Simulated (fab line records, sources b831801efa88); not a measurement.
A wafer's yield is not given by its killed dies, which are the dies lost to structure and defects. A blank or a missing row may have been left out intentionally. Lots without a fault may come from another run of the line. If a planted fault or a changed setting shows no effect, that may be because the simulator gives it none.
fab line records + flow sky130
record:
- lots: 6
- wafers: 18
- last_day: 50
route steps=708 shown CONTACT@425 METAL1@434
lots that met no fault: from a run of the same line without faults
start_h: hours from the record's opening day to when the first of the lot's shown wafers began + wait_h: hours elapsed since this lot's preceding step + " identical to the entry in the row above + L1.1+2: a row that stands for several wafers + - no value present, or no start provided + * or withheld: withheld + < > ~ a bound
route shown NAME@n: names a module that has steps shown in the file, with the first one's number in the route + usual: the fault-free wafers' mean and standard deviation + same: alike in all rows + chamber/n: place in a boat + sites: readings site by site + _std_site: standard deviation of those values + _edge_site: mean of outer sites minus mean of inner sites + radius_mm: for every site, how far away it sits from the centre of the wafer + mask NAME#n: copy n + behind: the most recent tool/chamber to have shaped the wafer + hold: what put the lot on hold/how long, in hours/how the hold closed + device: whichever transistor did not switch (one of n, p or np) + end of line: the route-end tests of the same wafers + a step with no rows: only its recipe + killed: at the first sort, the dies lost to defects and structure; wafer yield is something else + map: dies across one wafer; x = killed, . = not, _ = none there
set.NAME: the setting as run; set.NAME@STEP: as run at that earlier step + model.NAME: the simulator's own value behind a step, which no gauge read
lots at selected steps of the route; one table per step, one row per wafer
services: when a tool's chamber went out of use (start_h, in hours from the record's first day, below 0 if earlier), for how many hours, and the reason
== steps ==
step: SKY_CONTACT_STRIP_19
recipe:
- chemistry: O2/N2
- power_w: 1400
- pressure_mtorr: 1500
- platen_temp_c: withheld
- o2_flow_sccm: 3000
- n2_flow_sccm: 300
- overash_fraction: 0.5
step: SKY_CONTACT_STRIP_20
recipe:
- chemistry: post_etch_residue_remover
- time_s: 1200
- temp_c: 72.5
step: SKY_CONTACT_CLEAN_21
recipe:
- chemistry: IPA
- time_s: 180
- temp_c: 25
step: SKY_CONTACT_CLEAN_22
recipe:
- chemistry: O3/DIW
- dry: n2_spin
step: SKY_CONTACT_SPUTTER_23
recipe:
- material: TiN
- target_thk_nm: 20
- chamber_pressure_pa: 5
- power_w: 4000
- time_s: 80
usual:
- cathode_dc_power_W: 4000.0/0.79
- chamber_pressure_pa: 4.998/0.011
- throttle_valve_pct: 29.9/0.86
| lot.wafer | tool           | chamber | start_h | wait_h | cathode_dc_power_W | chamber_pressure_pa | throttle_valve_pct |
|-----------|----------------|---------|---------|--------|--------------------|---------------------|--------------------|
| L178.2    | pvd_sputter-04 | -       | 792.23  | 0.0    | 4000.0             | 5.012               | 31.1               |
| L178.3    | "              | -       | "       | "      | 3999.9             | 5.001               | 29.7               |
| L178.4    | "              | -       | "       | "      | 4000.7             | 5.030               | 29.3               |
| L179.2    | pvd_sputter-01 | -       | 806.97  | 0.0    | 3999.0             | 4.993               | 29.3               |
| L179.3    | "              | -       | "       | "      | 4000.8             | 4.974               | 28.9               |
| L179.5    | "              | -       | "       | "      | 4000.7             | 4.986               | 28.6               |
| L185.3    | pvd_sputter-03 | -       | 845.42  | 0.0    | 3999.9             | 5.005               | 30.5               |
| L185.5    | "              | -       | "       | "      | 3999.8             | 5.000               | 29.9               |
| L185.6    | "              | -       | "       | "      | 4000.6             | 5.015               | 29.9               |
| L186.4    | pvd_sputter-04 | -       | 856.62  | 0.0    | 4000.9             | 5.000               | 30.6               |
| L186.5    | "              | -       | "       | "      | 3999.9             | 4.997               | 29.2               |
| L186.6    | "              | -       | "       | "      | 3999.1             | 4.989               | 31.0               |
| L189.2    | pvd_sputter-04 | -       | 879.58  | 0.0    | 4000.9             | 4.983               | 30.4               |
| L189.3    | "              | -       | "       | "      | 4000.0             | 5.013               | 29.0               |
| L189.6    | "              | -       | "       | "      | 4000.5             | 4.993               | 31.0               |
| L194.2    | pvd_sputter-01 | -       | 915.72  | 0.0    | 3999.2             | 4.981               | 30.6               |
| L194.5    | "              | -       | "       | "      | 3999.7             | 4.993               | 30.8               |
| L194.6    | "              | -       | "       | "      | 3999.7             | 4.991               | 28.2               |
step: SKY_CONTACT_CVD_24
recipe:
- material: W
- target_thk_nm: 340
- time_s: 102.12
- temp_c: 400
- pressure_torr: 40
usual:
- heater_power_w: 887/66
| lot.wafer | tool     | chamber | start_h | wait_h | heater_power_w |
|-----------|----------|---------|---------|--------|----------------|
| L178.2    | cvd_w-01 | 1       | 792.29  | 0.0    | 935            |
| L178.3    | "        | 0       | "       | "      | 880            |
| L178.4    | "        | 1       | "       | "      | 975            |
| L179.2    | cvd_w-01 | 1       | 807.03  | 0.0    | 997            |
| L179.3    | "        | 1       | "       | "      | 969            |
| L179.5    | "        | 0       | "       | "      | 819            |
| L185.3    | cvd_w-02 | 1       | 845.52  | 0.1    | 938            |
| L185.5    | "        | 0       | "       | "      | 798            |
| L185.6    | "        | 1       | "       | "      | 925            |
| L186.4    | cvd_w-01 | 0       | 856.80  | 0.1    | 834            |
| L186.5    | "        | 0       | "       | "      | 841            |
| L186.6    | "        | 0       | "       | "      | 857            |
| L189.2    | cvd_w-01 | 1       | 879.64  | 0.0    | 948            |
| L189.3    | "        | 1       | "       | "      | 944            |
| L189.6    | "        | 1       | "       | "      | 976            |
| L194.2    | cvd_w-02 | 0       | 915.78  | 0.0    | 817            |
| L194.5    | "        | 1       | "       | "      | 923            |
| L194.6    | "        | 0       | "       | "      | 794            |
step: SKY_CONTACT_RS_MEAS_25
recipe:
- thk_meas_gauge: four-point-probe
- reads: W_of_CONTACT_CVD_24+TiN_of_CONTACT_SPUTTER_23
usual:
- CONTACT_W_RS: 0.338/0.0041
| lot.wafer | tool          | chamber | start_h | wait_h | CONTACT_W_RS[ohm/sq] |
|-----------|---------------|---------|---------|--------|----------------------|
| L178.2    | film_metro-01 | -       | 792.42  | 0.1    | 0.343                |
| L178.3    | "             | -       | "       | "      | 0.342                |
| L178.4    | "             | -       | "       | "      | 0.343                |
| L179.2    | film_metro-04 | -       | 807.16  | 0.1    | 0.339                |
| L179.3    | "             | -       | "       | "      | 0.344                |
| L179.5    | "             | -       | "       | "      | 0.341                |
| L185.3    | film_metro-04 | -       | 845.64  | 0.1    | 0.331                |
| L185.5    | "             | -       | "       | "      | 0.329                |
| L185.6    | "             | -       | "       | "      | 0.335                |
| L186.4    | film_metro-02 | -       | 856.97  | 0.1    | 0.341                |
| L186.5    | "             | -       | "       | "      | 0.345                |
| L186.6    | "             | -       | "       | "      | 0.341                |
| L189.2    | film_metro-04 | -       | 879.77  | 0.1    | 0.337                |
| L189.3    | "             | -       | "       | "      | 0.338                |
| L189.6    | "             | -       | "       | "      | 0.339                |
| L194.2    | film_metro-01 | -       | 915.91  | 0.1    | 0.336                |
| L194.5    | "             | -       | "       | "      | 0.343                |
| L194.6    | "             | -       | "       | "      | 0.342                |
step: SKY_CONTACT_THK_MEAS_26
recipe:
- thk_meas_gauge: xrf
- reads: W_of_CONTACT_CVD_24
usual:
- CONTACT_W_THK: 354/5.4
| lot.wafer | tool          | chamber | start_h | wait_h | CONTACT_W_THK[nm] |
|-----------|---------------|---------|---------|--------|-------------------|
| L178.2    | film_metro-01 | -       | 792.53  | 0.1    | 349               |
| L178.3    | "             | -       | "       | "      | 344               |
| L178.4    | "             | -       | "       | "      | 347               |
| L179.2    | film_metro-04 | -       | 807.27  | 0.1    | 353               |
| L179.3    | "             | -       | "       | "      | 350               |
| L179.5    | "             | -       | "       | "      | 350               |
| L185.3    | film_metro-04 | -       | 845.74  | 0.1    | 366               |
| L185.5    | "             | -       | "       | "      | 369               |
| L185.6    | "             | -       | "       | "      | 360               |
| L186.4    | film_metro-02 | -       | 857.06  | 0.1    | 349               |
| L186.5    | "             | -       | "       | "      | 342               |
| L186.6    | "             | -       | "       | "      | 345               |
| L189.2    | film_metro-04 | -       | 879.88  | 0.1    | 359               |
| L189.3    | "             | -       | "       | "      | 356               |
| L189.6    | "             | -       | "       | "      | 356               |
| L194.2    | film_metro-01 | -       | 916.02  | 0.1    | 357               |
| L194.5    | "             | -       | "       | "      | 349               |
| L194.6    | "             | -       | "       | "      | 348               |
step: SKY_CONTACT_CMP_27
recipe:
- stop_on: SiO2
- t_overpolish_s: 15
- down_force_psi: 3.5
- platen_rpm: 60
- target_thk_nm: 0
- pad_velocity_m_s: 0.94248
usual:
- motor_current_A: 11.7/1.2
- overpolish_run_s: 15.000/0.009
- retaining_ring_pressure_frac: 1.000/0.0048
- time_to_endpoint_s: 81.3/2.9
| lot.wafer | tool   | chamber | start_h | wait_h | motor_current_A | overpolish_run_s | retaining_ring_pressure_frac | time_to_endpoint_s |
|-----------|--------|---------|---------|--------|-----------------|------------------|------------------------------|--------------------|
| L178.3    | cmp-01 | 0       | 792.58  | 0.0    | 10.7            | 15.007           | 1.004                        | 82.3               |
| L178.4    | "      | 2       | "       | "      | 13.8            | 15.008           | 1.004                        | 83.3               |
| L178.2    | "      | 3       | "       | "      | 11.7            | 14.993           | 0.997                        | 80.6               |
| L179.3    | cmp-02 | 2       | 807.32  | 0.0    | 11.6            | 14.984           | 1.003                        | 82.7               |
| L179.2    | "      | 0       | "       | "      | 9.7             | 15.009           | 0.988                        | 79.4               |
| L179.5    | "      | 2       | "       | "      | 12.0            | 14.991           | 1.008                        | 86.2               |
| L185.3    | cmp-01 | 2       | 845.88  | 0.1    | 14.5            | 14.987           | 1.000                        | 82.5               |
| L185.5    | "      | 0       | "       | "      | 10.5            | 15.004           | 1.004                        | 81.8               |
| L185.6    | "      | 1       | "       | "      | 11.0            | 14.993           | 0.999                        | 76.0               |
| L186.4    | cmp-01 | 3       | 857.24  | 0.2    | 11.9            | 14.977           | 0.995                        | 76.4               |
| L186.5    | "      | 0       | "       | "      | 9.7             | 15.005           | 0.999                        | 78.0               |
| L186.6    | "      | 1       | "       | "      | 11.2            | 14.990           | 0.997                        | 74.5               |
| L189.2    | cmp-01 | 1       | 879.93  | 0.0    | 11.1            | 15.018           | 1.002                        | 78.2               |
| L189.3    | "      | 3       | "       | "      | 12.3            | 15.001           | 0.997                        | 83.5               |
| L189.6    | "      | 2       | "       | "      | 13.5            | 14.994           | 1.001                        | 84.0               |
| L194.2    | cmp-01 | 1       | 916.23  | 0.2    | 11.3            | 14.996           | 1.015                        | 77.4               |
| L194.5    | "      | 2       | "       | "      | 13.9            | 15.017           | 0.997                        | 83.8               |
| L194.6    | "      | 3       | "       | "      | 12.6            | 14.990           | 1.002                        | 85.9               |
step: SKY_METAL1_SPUTTER_00
recipe:
- material: Ti
- target_thk_nm: 15
- power_w: 3000
- time_s: 10
- chamber_pressure_pa: 0.4
usual:
- cathode_dc_power_W: 3000.0/0.58
- chamber_pressure_pa: 0.4001/0.00089
- throttle_valve_pct: 30.4/0.85
| lot.wafer | tool           | chamber | start_h | wait_h | cathode_dc_power_W | chamber_pressure_pa | throttle_valve_pct |
|-----------|----------------|---------|---------|--------|--------------------|---------------------|--------------------|
| L178.2    | pvd_sputter-03 | -       | 792.88  | 0.1    | 2999.5             | 0.3996              | 29.8               |
| L178.3    | "              | -       | "       | "      | 2999.9             | 0.3991              | 31.1               |
| L178.4    | "              | -       | "       | "      | 3000.7             | 0.4005              | 29.9               |
| L179.2    | pvd_sputter-03 | -       | 807.62  | 0.1    | 3001.1             | 0.4000              | 29.7               |
| L179.3    | "              | -       | "       | "      | 3000.5             | 0.4005              | 30.5               |
| L179.5    | "              | -       | "       | "      | 2999.0             | 0.3995              | 30.7               |
| L185.3    | pvd_sputter-02 | -       | 846.08  | 0.1    | 2999.9             | 0.3996              | 28.3               |
| L185.5    | "              | -       | "       | "      | 2999.8             | 0.4000              | 31.6               |
| L185.6    | "              | -       | "       | "      | 3000.8             | 0.4000              | 28.9               |
| L186.4    | pvd_sputter-03 | -       | 857.39  | 0.1    | 3001.3             | 0.4008              | 29.9               |
| L186.5    | "              | -       | "       | "      | 3000.0             | 0.3995              | 30.0               |
| L186.6    | "              | -       | "       | "      | 3000.0             | 0.4011              | 30.9               |
| L189.2    | pvd_sputter-02 | -       | 880.23  | 0.2    | 3000.6             | 0.3991              | 28.9               |
| L189.3    | "              | -       | "       | "      | 2999.3             | 0.4006              | 31.5               |
| L189.6    | "              | -       | "       | "      | 3000.6             | 0.4006              | 31.2               |
| L194.2    | pvd_sputter-04 | -       | 916.38  | 0.1    | 3000.4             | 0.3991              | 29.4               |
| L194.5    | "              | -       | "       | "      | 3000.4             | 0.3990              | 29.4               |
| L194.6    | "              | -       | "       | "      | 2999.6             | 0.4008              | 30.9               |
step: SKY_METAL1_SPUTTER_01
recipe:
- material: TiN
- target_thk_nm: 20
- power_w: 6500
- time_s: 16.7
- chamber_pressure_pa: 0.4
usual:
- cathode_dc_power_W: 6499.9/1.1
- chamber_pressure_pa: 0.4001/0.00074
- throttle_valve_pct: 30.4/0.84
| lot.wafer | tool           | chamber | start_h | wait_h | cathode_dc_power_W | chamber_pressure_pa | throttle_valve_pct |
|-----------|----------------|---------|---------|--------|--------------------|---------------------|--------------------|
| L178.2    | pvd_sputter-03 | -       | 792.90  | 0.0    | 6501.0             | 0.4000              | 29.6               |
| L178.3    | "              | -       | "       | "      | 6499.7             | 0.3993              | 31.0               |
| L178.4    | "              | -       | "       | "      | 6498.1             | 0.3988              | 29.8               |
| L179.2    | pvd_sputter-03 | -       | 807.64  | 0.0    | 6500.6             | 0.3996              | 29.7               |
| L179.3    | "              | -       | "       | "      | 6502.0             | 0.3999              | 30.3               |
| L179.5    | "              | -       | "       | "      | 6499.1             | 0.4006              | 30.4               |
| L185.3    | pvd_sputter-02 | -       | 846.10  | 0.0    | 6499.6             | 0.4000              | 28.8               |
| L185.5    | "              | -       | "       | "      | 6501.2             | 0.3998              | 31.8               |
| L185.6    | "              | -       | "       | "      | 6500.2             | 0.4002              | 29.2               |
| L186.4    | pvd_sputter-03 | -       | 857.41  | 0.0    | 6499.3             | 0.4000              | 29.7               |
| L186.5    | "              | -       | "       | "      | 6500.4             | 0.4006              | 30.1               |
| L186.6    | "              | -       | "       | "      | 6499.8             | 0.3999              | 31.2               |
| L189.2    | pvd_sputter-02 | -       | 880.25  | 0.0    | 6500.4             | 0.4007              | 29.0               |
| L189.3    | "              | -       | "       | "      | 6500.4             | 0.4001              | 31.1               |
| L189.6    | "              | -       | "       | "      | 6500.4             | 0.4000              | 31.0               |
| L194.2    | pvd_sputter-04 | -       | 916.40  | 0.0    | 6499.7             | 0.3999              | 29.6               |
| L194.5    | "              | -       | "       | "      | 6500.1             | 0.4011              | 29.5               |
| L194.6    | "              | -       | "       | "      | 6498.8             | 0.4002              | 30.8               |
step: SKY_METAL1_SPUTTER_02
recipe:
- material: AlCu
- target_thk_nm: 250
- power_w: 10600
- time_s: 13.3
- chamber_pressure_pa: 0.4
step: SKY_METAL1_SPUTTER_03
recipe:
- material: Ti
- target_thk_nm: 5
- power_w: 3000
- time_s: 3.3
- chamber_pressure_pa: 0.4
usual:
- cathode_dc_power_W: 2999.9/0.53
- chamber_pressure_pa: 0.4000/0.00085
- throttle_valve_pct: 30.4/0.83
| lot.wafer | tool           | chamber | start_h | wait_h | cathode_dc_power_W | chamber_pressure_pa | throttle_valve_pct |
|-----------|----------------|---------|---------|--------|--------------------|---------------------|--------------------|
| L178.2    | pvd_sputter-03 | -       | 792.95  | 0.0    | -                  | -                   | -                  |
| L178.3    | "              | -       | "       | "      | -                  | -                   | -                  |
| L178.4    | "              | -       | "       | "      | -                  | -                   | -                  |
| L179.2    | pvd_sputter-03 | -       | 807.69  | 0.0    | -                  | -                   | -                  |
| L179.3    | "              | -       | "       | "      | -                  | -                   | -                  |
| L179.5    | "              | -       | "       | "      | -                  | -                   | -                  |
| L185.3    | pvd_sputter-02 | -       | 846.15  | 0.0    | 3000.7             | 0.4010              | 29.3               |
| L185.5    | "              | -       | "       | "      | 3001.0             | 0.3990              | 31.5               |
| L185.6    | "              | -       | "       | "      | 2999.9             | 0.3996              | 29.1               |
| L186.4    | pvd_sputter-03 | -       | 857.46  | 0.0    | 3000.2             | 0.4006              | 29.9               |
| L186.5    | "              | -       | "       | "      | 3000.7             | 0.4001              | 30.0               |
| L186.6    | "              | -       | "       | "      | 2999.6             | 0.4008              | 30.8               |
| L189.2    | pvd_sputter-02 | -       | 880.30  | 0.0    | 3000.1             | 0.4002              | 29.0               |
| L189.3    | "              | -       | "       | "      | 3000.2             | 0.4002              | 31.2               |
| L189.6    | "              | -       | "       | "      | 3000.2             | 0.3999              | 31.3               |
| L194.2    | pvd_sputter-04 | -       | 916.45  | 0.0    | 2999.8             | 0.4000              | 29.5               |
| L194.5    | "              | -       | "       | "      | 2999.2             | 0.3985              | 29.4               |
| L194.6    | "              | -       | "       | "      | 3000.0             | 0.4000              | 30.7               |
step: SKY_METAL1_SPUTTER_04
recipe:
- material: TiN
- target_thk_nm: 70
- power_w: 6500
- time_s: 58.3
- chamber_pressure_pa: 0.4
== services ==
| tool           | chamber | start_h | hours | kind                           |
|----------------|---------|---------|-------|--------------------------------|
| cmp-01         | -       | 782.50  | 1.8   | repair                         |
| cvd_w-02       | -       | 784.24  | 0.8   | repair                         |
| pvd_sputter-02 | -       | 785.77  | 3.3   | repair                         |
| pvd_sputter-02 | -       | 788.76  | 2.8   | repair                         |
| pvd_sputter-01 | -       | 794.86  | 1.2   | repair                         |
| cmp-02         | -       | 796.42  | 4.6   | repair                         |
| pvd_sputter-04 | -       | 804.81  | 5.1   | repair                         |
| cvd_w-01       | 0       | 814.57  | 3.7   | repair                         |
| cmp-02         | -       | 824.73  | 0.3   | repair                         |
| cmp-02         | -       | 828.86  | 4.7   | pm                             |
| cvd_w-01       | 1       | 856.25  | 11.1  | repair                         |
| cmp-02         | -       | 865.82  | 0.8   | repair                         |
| pvd_sputter-03 | -       | 879.41  | 2.4   | repair                         |
| cmp-02         | -       | 900.05  | 3.6   | repair                         |
| cvd_w-01       | -       | 904.00  | 14.0  | pm                             |
| cvd_w-01       | 0       | 904.00  | 14.0  | vent_cycle                     |
| cvd_w-01       | 1       | 904.00  | 14.0  | vent_cycle                     |
| cmp-02         | -       | 912.00  | 4.0   | pm                             |
| pvd_sputter-03 | -       | 914.68  | 2.8   | repair                         |
| cmp-02         | -       | 916.00  | -     | consumable_replace:conditioner |
| cmp-02         | -       | 916.00  | -     | consumable_replace:pad         |
== key ==
first_sign:
- step: SKY_METAL1_SPUTTER_03
- reading: tool_record
- direction: missing
effect none on later readings
met_at SKY_METAL1_SPUTTER_03
struck_wafers L178.2,L178.3,L178.4,L179.2,L179.3,L179.5
later_rows_left_out L178.2,L178.3,L178.4,L179.2,L179.3,L179.5
sort_left_out L178.2,L178.3,L178.4,L179.2,L179.3,L179.5
fault:
- kind: skipped_step_whole
- tool: pvd_sputter-03
- chamber: -
- onset_h: 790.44
- steps: SKY_METAL1_SPUTTER_03
- scope: struck_lots_only
sort_left_out: the simulated sort isn't trusted on such a fault, so these wafers' sort isn't shown, and their yield isn't known
later_rows_left_out: the simulator's readings of these wafers behind a module that went badly wrong aren't trusted and aren't shown, but for the sort
